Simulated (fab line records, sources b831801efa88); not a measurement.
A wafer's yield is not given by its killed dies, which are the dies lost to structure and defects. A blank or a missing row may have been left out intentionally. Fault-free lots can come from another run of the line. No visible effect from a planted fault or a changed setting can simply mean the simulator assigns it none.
fab line records ; flow sky130
[record] lots = 11; wafers = 33; last_day = 49
route steps=708 shown POLY_GATE@204 LDD_HVN@276 METAL2@500 METAL3@532
lots that met no fault: taken from a fault-free run of the same line
start_h: start of the lot's first displayed wafer, in hours after the record's first day ; wait_h: hours from the lot's prior step to this one ; " identical to the entry in the row above ; L1.1+2: a row that stands for several wafers ; - either no value or no given start ; * or withheld: withheld ; < > ~ a bound
route shown NAME@n: names a module that has steps shown in the file, with the first one's number in the route ; usual: the fault-free wafers' mean and standard deviation ; same: alike in all rows ; chamber/n: place in a boat ; sites: the reading at each site ; _std_site: how widely they spread, as a standard deviation ; _edge_site: outer sites' mean less inner sites' ; radius_mm: for every site, how far away it sits from the centre of the wafer ; mask NAME#n: copy n ; behind: the most recent tool/chamber to have shaped the wafer ; hold: what put the lot on hold/how long, in hours/how the hold closed ; device: names the non-switching transistor (n, p or np) ; end of line: tests run on the same wafers once the route is complete ; step lacking rows: just its recipe ; killed: count of dies lost to structure and defects at first sort (not the wafer's yield) ; map: per-die view of a wafer (x killed, . not killed, _ where there is no die)
set.NAME: setting as actually run; set.NAME@STEP: the setting as run at that earlier step ; model.NAME: the simulator's own value behind a step, which no gauge read
one table for each step of the route and one row for each wafer, over a sample of lots
services: a tool's chamber out of use, with start hour (start_h, from the record's first day; less than 0 if before it), hours out, and reason
[[steps]]
[step SKY_POLY_GATE_CVD_00]
[recipe] material = poly-Si; target_thk_nm = 180; temp_c = 620; time_s = 720; pressure_mtorr = 200
[usual] zone_power_top_pct = 18.6/1.9
lot.wafer;tool;chamber;start_h;wait_h;zone_power_top_pct
L575.2;lpcvd-01;1;303.28;0.0;20.2
L575.5;lpcvd-01;1;303.28;0.0;20.1
L575.6;lpcvd-01;1;303.28;0.0;20.3
L576.2;lpcvd-01;0;311.63;0.0;16.4
L576.4;lpcvd-01;0;311.63;0.0;16.5
L576.6;lpcvd-01;0;311.63;0.0;16.4
L577.1;lpcvd-01;1;322.19;0.0;20.2
L577.2;lpcvd-01;1;322.19;0.0;20.4
L577.3;lpcvd-01;1;322.19;0.0;20.2
L578.1;lpcvd-01;1;330.51;0.0;20.0
L578.2;lpcvd-01;1;330.51;0.0;20.1
L578.4;lpcvd-01;1;330.51;0.0;20.1
L580.1;lpcvd-01;1;363.08;0.0;20.2
L580.2;lpcvd-01;1;363.08;0.0;20.4
L580.6;lpcvd-01;1;363.08;0.0;20.0
L581.1;lpcvd-01;0;363.08;0.0;16.4
L581.3;lpcvd-01;0;363.08;0.0;16.0
L581.5;lpcvd-01;0;363.08;0.0;16.2
L582.2;lpcvd-01;0;368.16;0.0;16.6
L582.5;lpcvd-01;0;368.16;0.0;16.5
L582.6;lpcvd-01;0;368.16;0.0;16.2
L583.1;lpcvd-01;0;375.12;0.0;16.5
L583.2;lpcvd-01;0;375.12;0.0;16.4
L583.5;lpcvd-01;0;375.12;0.0;16.4
L588.1;lpcvd-01;0;417.55;0.0;16.7
L588.4;lpcvd-01;0;417.55;0.0;16.4
L588.5;lpcvd-01;0;417.55;0.0;16.3
L593.3;lpcvd-01;1;456.90;0.0;20.3
L593.5;lpcvd-01;1;456.90;0.0;19.8
L593.6;lpcvd-01;1;456.90;0.0;20.5
L594.1;lpcvd-01;0;480.68;0.0;16.3
L594.4;lpcvd-01;0;480.68;0.0;16.3
L594.5;lpcvd-01;0;480.68;0.0;16.1
[step SKY_POLY_GATE_THK_MEAS_01]
[recipe] reads = poly-Si_of_POLY_GATE_CVD_00
[usual] POLY_GATE_CVD_00_THK = 180.2/1.7
lot.wafer;tool;chamber;start_h;wait_h;POLY_GATE_CVD_00_THK[nm]
L575.2;film_metro-04;-;304.49;0.0;179.6
L575.5;film_metro-04;-;304.49;0.0;180.1
L575.6;film_metro-04;-;304.49;0.0;180.3
L576.2;film_metro-02;-;312.84;0.0;182.6
L576.4;film_metro-02;-;312.84;0.0;180.9
L576.6;film_metro-02;-;312.84;0.0;182.3
L577.1;film_metro-02;-;323.39;0.0;179.8
L577.2;film_metro-02;-;323.39;0.0;180.3
L577.3;film_metro-02;-;323.39;0.0;179.7
L578.1;film_metro-04;-;331.71;0.0;179.9
L578.2;film_metro-04;-;331.71;0.0;181.5
L578.4;film_metro-04;-;331.71;0.0;181.6
L580.1;film_metro-02;-;364.28;0.0;181.4
L580.2;film_metro-02;-;364.28;0.0;183.2
L580.6;film_metro-02;-;364.28;0.0;182.2
L581.1;film_metro-01;-;364.28;0.0;179.3
L581.3;film_metro-01;-;364.28;0.0;179.7
L581.5;film_metro-01;-;364.28;0.0;177.3
L582.2;film_metro-04;-;369.37;0.0;180.9
L582.5;film_metro-04;-;369.37;0.0;180.1
L582.6;film_metro-04;-;369.37;0.0;179.2
L583.1;film_metro-02;-;376.32;0.0;178.4
L583.2;film_metro-02;-;376.32;0.0;178.4
L583.5;film_metro-02;-;376.32;0.0;178.8
L588.1;film_metro-02;-;418.75;0.0;182.7
L588.4;film_metro-02;-;418.75;0.0;183.0
L588.5;film_metro-02;-;418.75;0.0;182.0
L593.3;film_metro-01;-;458.12;0.0;97.6
L593.5;film_metro-01;-;458.12;0.0;98.0
L593.6;film_metro-01;-;458.12;0.0;97.8
L594.1;film_metro-02;-;481.88;0.0;96.1
L594.4;film_metro-02;-;481.88;0.0;95.5
L594.5;film_metro-02;-;481.88;0.0;97.4
[step SKY_POLY_GATE_ETCH_17]
[recipe] target_depth_nm = 180; stop_on = SiO2; over_etch_frac = 0.56667; chemistry = HBr/Cl2; target = poly-Si; icp_w = 400; bias_w = 100; pressure_mtorr = 10; HBr_flow_sccm = 150; Cl2_flow_sccm = 50; time_s = 70.5
[usual] drypump_motor_current_A = 5.6/0.55; oes_product_au = 0.987/0.0073; throttle_valve_pct = 33.685/0.0092
lot.wafer;tool;chamber;start_h;wait_h;drypump_motor_current_A;oes_product_au;rf_hours_counter_h;throttle_valve_pct
L575.2;rie_si-02;2;359.20;0.0;4.9;0.993;79;33.669
L575.5;rie_si-02;0;359.20;0.0;6.5;0.975;-;33.692
L575.6;rie_si-02;1;359.20;0.0;6.3;0.995;-;33.685
L576.2;rie_si-01;3;368.73;0.0;4.9;0.977;34;33.679
L576.4;rie_si-01;0;368.73;0.0;5.5;0.994;1;33.674
L576.6;rie_si-01;0;368.73;0.0;5.5;0.998;-;33.678
L577.1;rie_si-02;2;380.63;0.0;4.9;0.991;79;33.684
L577.2;rie_si-02;1;380.63;0.0;6.3;0.993;1;33.678
L577.3;rie_si-02;0;380.63;0.0;6.5;0.973;69;33.689
L578.1;rie_si-01;2;389.25;0.0;5.9;0.981;1;33.700
L578.2;rie_si-01;0;389.25;0.0;5.5;0.990;2;33.678
L578.4;rie_si-01;1;389.25;0.0;5.4;0.992;5;33.689
L580.1;rie_si-02;3;426.84;0.0;5.8;0.995;0;33.699
L580.2;rie_si-02;2;426.84;0.0;4.9;0.980;0;33.671
L580.6;rie_si-02;3;426.84;0.0;5.7;0.986;-;33.691
L581.1;rie_si-01;2;427.19;0.0;6.0;0.984;1;33.674
L581.3;rie_si-01;1;427.19;0.0;5.4;0.986;6;33.696
L581.5;rie_si-01;1;427.19;0.0;5.4;0.979;-;33.674
L582.2;rie_si-01;3;431.88;0.0;4.9;0.976;35;33.677
L582.5;rie_si-01;2;431.88;0.0;5.9;0.982;-;33.673
L582.6;rie_si-01;1;431.88;0.0;5.4;0.988;-;33.675
L583.1;rie_si-01;0;438.24;0.0;5.6;0.985;2;33.689
L583.2;rie_si-01;1;438.24;0.0;5.4;0.987;6;33.684
L583.5;rie_si-01;3;438.24;0.0;4.9;0.976;-;33.676
L588.1;rie_si-02;2;482.75;0.0;4.9;0.997;1;33.698
L588.4;rie_si-02;0;482.75;0.0;6.5;0.994;0;33.671
L588.5;rie_si-02;2;482.75;0.0;4.9;0.990;-;33.669
L593.3;rie_si-01;3;521.43;0.0;4.9;0.659;35;33.706
L593.5;rie_si-01;2;521.43;0.0;6.0;0.676;-;33.685
L593.6;rie_si-01;1;521.43;0.0;5.4;0.663;-;33.686
L594.1;rie_si-01;3;545.68;0.0;4.9;0.664;35;33.691
L594.4;rie_si-01;1;545.68;0.0;5.4;0.657;6;33.681
L594.5;rie_si-01;3;545.68;0.0;4.9;0.654;-;33.684
[step SKY_LDD_HVN_STRIP_09]
[recipe] chemistry = O2/N2; power_w = 1400; pressure_mtorr = 1500; platen_temp_c = withheld; o2_flow_sccm = 3000; n2_flow_sccm = 300; overash_fraction = 0.5
[usual] drypump_motor_current_A = 5.5/0.52; o2_flow_sccm = 3000/8.7; oes_product_au = 0.409/0.0047; strip_time_to_endpoint_s = 4.137/0.015
lot.wafer;tool;chamber;start_h;wait_h;drypump_motor_current_A;o2_flow_sccm;oes_product_au;rf_hours_counter_h;strip_time_to_endpoint_s
L575.2;plasma_asher-03;0;450.73;0.1;5.4;2994;0.407;73;4.133
L575.5;plasma_asher-03;1;450.73;0.1;5.3;3009;0.417;-;4.129
L575.6;plasma_asher-03;0;450.73;0.1;5.4;2987;0.407;-;4.123
L576.2;plasma_asher-02;0;462.63;0.1;6.4;2994;0.403;29;4.113
L576.4;plasma_asher-02;1;462.63;0.1;6.0;2997;0.409;-;4.133
L576.6;plasma_asher-02;0;462.63;0.1;6.4;2997;0.409;-;4.145
L577.1;plasma_asher-04;0;475.33;0.1;4.7;2988;0.406;4;4.144
L577.2;plasma_asher-04;1;475.33;0.1;5.8;2999;0.409;4;4.129
L577.3;plasma_asher-04;0;475.33;0.1;4.7;2994;0.408;-;4.140
L578.1;plasma_asher-04;1;484.38;0.1;5.8;3001;0.414;5;4.164
L578.2;plasma_asher-04;0;484.38;0.1;4.7;3006;0.409;5;4.150
L578.4;plasma_asher-04;1;484.38;0.1;5.8;2993;0.413;-;4.166
L580.1;plasma_asher-04;0;522.28;0.1;4.7;3002;0.407;9;4.145
L580.2;plasma_asher-04;1;522.28;0.1;5.8;3005;0.411;9;4.118
L580.6;plasma_asher-04;1;522.28;0.1;5.8;3000;0.408;-;4.148
L581.1;plasma_asher-02;0;523.08;0.1;6.4;2990;0.415;35;4.129
L581.3;plasma_asher-02;1;523.08;0.1;6.0;3008;0.406;-;4.146
L581.5;plasma_asher-02;0;523.08;0.1;6.4;3002;0.407;-;4.134
L582.2;plasma_asher-04;0;528.68;0.1;4.7;2995;0.416;10;4.164
L582.5;plasma_asher-04;1;528.68;0.1;5.8;3001;0.408;-;4.121
L582.6;plasma_asher-04;0;528.68;0.1;4.7;3012;0.413;-;4.148
L583.1;plasma_asher-04;0;532.63;0.1;4.7;3010;0.419;10;4.142
L583.2;plasma_asher-04;1;532.63;0.1;5.8;3012;0.402;10;4.131
L583.5;plasma_asher-04;0;532.63;0.1;4.7;3005;0.403;-;4.114
L588.1;plasma_asher-03;0;575.71;0.1;5.4;2982;0.414;86;4.145
L588.4;plasma_asher-03;0;575.71;0.1;5.4;3014;0.401;-;4.170
L588.5;plasma_asher-03;1;575.71;0.1;5.3;3005;0.404;-;4.154
L593.3;plasma_asher-04;1;612.24;0.1;5.8;3009;0.417;-;4.150
L593.5;plasma_asher-04;1;612.24;0.1;5.8;3010;0.407;-;4.116
L593.6;plasma_asher-04;0;612.24;0.1;4.7;3004;0.414;-;4.116
L594.1;plasma_asher-03;1;637.63;0.1;5.3;2996;0.405;92;4.125
L594.4;plasma_asher-03;0;637.63;0.1;5.4;3008;0.405;-;4.132
L594.5;plasma_asher-03;0;637.63;0.1;5.4;3012;0.410;-;4.138
[step SKY_METAL2_DESCUM_17]
[recipe] chemistry = O2; source_power_w = 150; bias_power_w = 0; pressure_mtorr = 10; temp_c = 40; time_s = 8
[usual] drypump_motor_current_A = 6.0/0.49; oes_product_au = 0.997/0.01
lot.wafer;tool;chamber;start_h;wait_h;drypump_motor_current_A;oes_product_au;rf_hours_counter_h
L575.2;rie_metal-01;0;808.95;0.0;6.3;1.009;15
L575.5;rie_metal-01;1;808.95;0.0;6.5;0.988;-
L575.6;rie_metal-01;0;808.95;0.0;6.3;1.001;-
L576.2;rie_metal-01;0;818.35;0.0;6.3;0.999;15
L576.4;rie_metal-01;1;818.35;0.0;6.5;0.988;-
L576.6;rie_metal-01;1;818.35;0.0;6.5;0.993;-
L577.1;rie_metal-01;1;826.95;0.0;6.5;0.989;6
L577.2;rie_metal-01;0;826.95;0.0;6.3;1.016;15
L577.3;rie_metal-01;0;826.95;0.0;6.3;1.015;-
L578.1;rie_metal-01;1;834.80;0.0;6.5;0.987;6
L578.2;rie_metal-01;1;834.80;0.0;6.5;0.994;-
L578.4;rie_metal-01;1;834.80;0.0;6.5;0.999;-
L580.1;rie_metal-01;1;866.65;0.0;6.5;0.993;8
L580.2;rie_metal-01;0;866.65;0.0;6.3;1.004;1
L580.6;rie_metal-01;0;866.65;0.0;6.3;1.005;-
L581.1;rie_metal-02;1;871.30;0.0;5.2;1.010;12
L581.3;rie_metal-02;1;871.30;0.0;5.2;1.005;-
L581.5;rie_metal-02;0;871.30;0.0;5.6;0.995;-
L582.2;rie_metal-01;0;872.05;0.0;6.3;1.007;1
L582.5;rie_metal-01;0;872.05;0.0;6.3;0.993;-
L582.6;rie_metal-01;1;872.05;0.0;6.5;0.986;-
L583.1;rie_metal-03;1;876.70;0.0;6.2;0.991;3
L583.2;rie_metal-03;0;876.70;0.0;5.6;1.004;7
L583.5;rie_metal-03;1;876.70;0.0;6.2;1.003;-
L588.1;rie_metal-01;0;911.35;0.0;6.3;1.005;4
L588.4;rie_metal-01;1;911.35;0.0;6.5;0.990;-
L588.5;rie_metal-01;1;911.35;0.0;6.5;0.992;-
L593.3;rie_metal-03;0;942.71;0.0;5.5;1.010;-
L593.5;rie_metal-03;0;942.71;0.0;5.5;1.017;-
L593.6;rie_metal-03;1;942.71;0.0;6.2;0.989;-
L594.1;rie_metal-02;1;967.90;0.0;5.2;0.998;16
L594.4;rie_metal-02;0;967.90;0.0;5.6;0.994;-
L594.5;rie_metal-02;0;967.90;0.0;5.6;0.997;-
[step SKY_METAL3_SPUTTER_00]
[recipe] material = Ti; target_thk_nm = 15; power_w = 3000; time_s = 10; chamber_pressure_pa = 0.4
[usual] throttle_valve_pct = 30.0/0.93
lot.wafer;tool;chamber;start_h;wait_h;throttle_valve_pct
L575.2;pvd_sputter-02;-;838.77;0.2;29.6
L575.5;pvd_sputter-02;-;838.77;0.2;29.8
L575.6;pvd_sputter-02;-;838.77;0.2;31.7
L576.2;pvd_sputter-04;-;846.44;0.1;30.5
L576.4;pvd_sputter-04;-;846.44;0.1;29.7
L576.6;pvd_sputter-04;-;846.44;0.1;29.7
L577.1;pvd_sputter-04;-;854.80;0.2;30.8
L577.2;pvd_sputter-04;-;854.80;0.2;31.9
L577.3;pvd_sputter-04;-;854.80;0.2;30.0
L578.1;pvd_sputter-04;-;860.89;0.1;32.3
L578.2;pvd_sputter-04;-;860.89;0.1;30.6
L578.4;pvd_sputter-04;-;860.89;0.1;29.5
L580.1;pvd_sputter-02;-;895.38;0.1;29.2
L580.2;pvd_sputter-02;-;895.38;0.1;29.7
L580.6;pvd_sputter-02;-;895.38;0.1;29.6
L581.1;pvd_sputter-02;-;899.94;0.2;29.3
L581.3;pvd_sputter-02;-;899.94;0.2;31.5
L581.5;pvd_sputter-02;-;899.94;0.2;28.9
L582.2;pvd_sputter-03;-;900.52;0.1;29.3
L582.5;pvd_sputter-03;-;900.52;0.1;29.3
L582.6;pvd_sputter-03;-;900.52;0.1;30.0
L583.1;pvd_sputter-04;-;905.56;0.2;29.5
L583.2;pvd_sputter-04;-;905.56;0.2;29.9
L583.5;pvd_sputter-04;-;905.56;0.2;31.9
L588.1;pvd_sputter-04;-;939.46;0.1;29.7
L588.4;pvd_sputter-04;-;939.46;0.1;30.5
L588.5;pvd_sputter-04;-;939.46;0.1;32.0
L593.3;pvd_sputter-03;-;969.49;0.2;29.3
L593.5;pvd_sputter-03;-;969.49;0.2;29.4
L593.6;pvd_sputter-03;-;969.49;0.2;29.5
L594.1;pvd_sputter-02;-;994.00;0.2;29.7
L594.4;pvd_sputter-02;-;994.00;0.2;29.4
L594.5;pvd_sputter-02;-;994.00;0.2;29.3
[[services]]
tool;chamber;start_h;hours;kind
rie_si-01;-;286.18;31.4;repair
lpcvd-01;-;323.39;2.8;pm
lpcvd-01;-;335.51;0.5;repair
rie_si-01;-;337.14;2.8;pm
rie_metal-01;-;343.72;0.9;repair
plasma_asher-04;-;421.25;9.0;pm
plasma_asher-04;-;436.05;9.4;repair
rie_si-01;2;446.25;10.9;repair
plasma_asher-04;-;461.21;0.4;repair
rie_metal-01;0;465.72;2.6;repair
plasma_asher-04;-;475.84;2.6;repair
lpcvd-01;-;509.58;14.6;pm
rie_si-01;-;524.54;0.3;repair
lpcvd-01;-;551.24;0.4;repair
rie_si-01;1;590.49;2.4;repair
lpcvd-01;-;662.87;1.1;repair
rie_metal-01;-;711.29;11.8;repair
rie_si-01;0;711.54;6.4;repair
rie_metal-01;0;718.75;37.2;repair
plasma_asher-04;-;729.30;8.3;repair
rie_si-01;0;863.97;7.5;repair
plasma_asher-04;-;869.92;5.3;repair
rie_metal-01;-;959.68;2.8;pm
lpcvd-01;-;991.18;6.1;pm
[[key]]
[first_sign] step = SKY_POLY_GATE_THK_MEAS_01; reading = POLY_GATE_CVD_00_THK; direction = down; sigmas = 50; usual = 180.2; struck = 97.1
[effect] step = SKY_POLY_GATE_ETCH_17; reading = oes_product_au; direction = down; sigmas = 44; usual = 0.987; struck = 0.662
met_at SKY_POLY_GATE_CVD_00
struck_lots L593,L594
tester_left_out L593,L594
not_acting_at SKY_LDD_HVN_STRIP_09,SKY_METAL2_DESCUM_17,SKY_METAL3_SPUTTER_00
onset_between 417.55 456.90
also_fits time
[fault] kind = process_parameter_drift; tool = lpcvd-01; chamber = -; onset_h = 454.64; steps = SKY_POLY_GATE_CVD_00; channel = target_thk_nm; offset = -80.216; shape = step; end_h = 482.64; stated = 180
// tester_left_out: of these lots the tester's yield and bins aren't shown, on N5 and GAA mostly nor the transistor test; their killed dies are dies lost to structure and defects alone, not to doping, threshold or leakage, so they don't give the yield
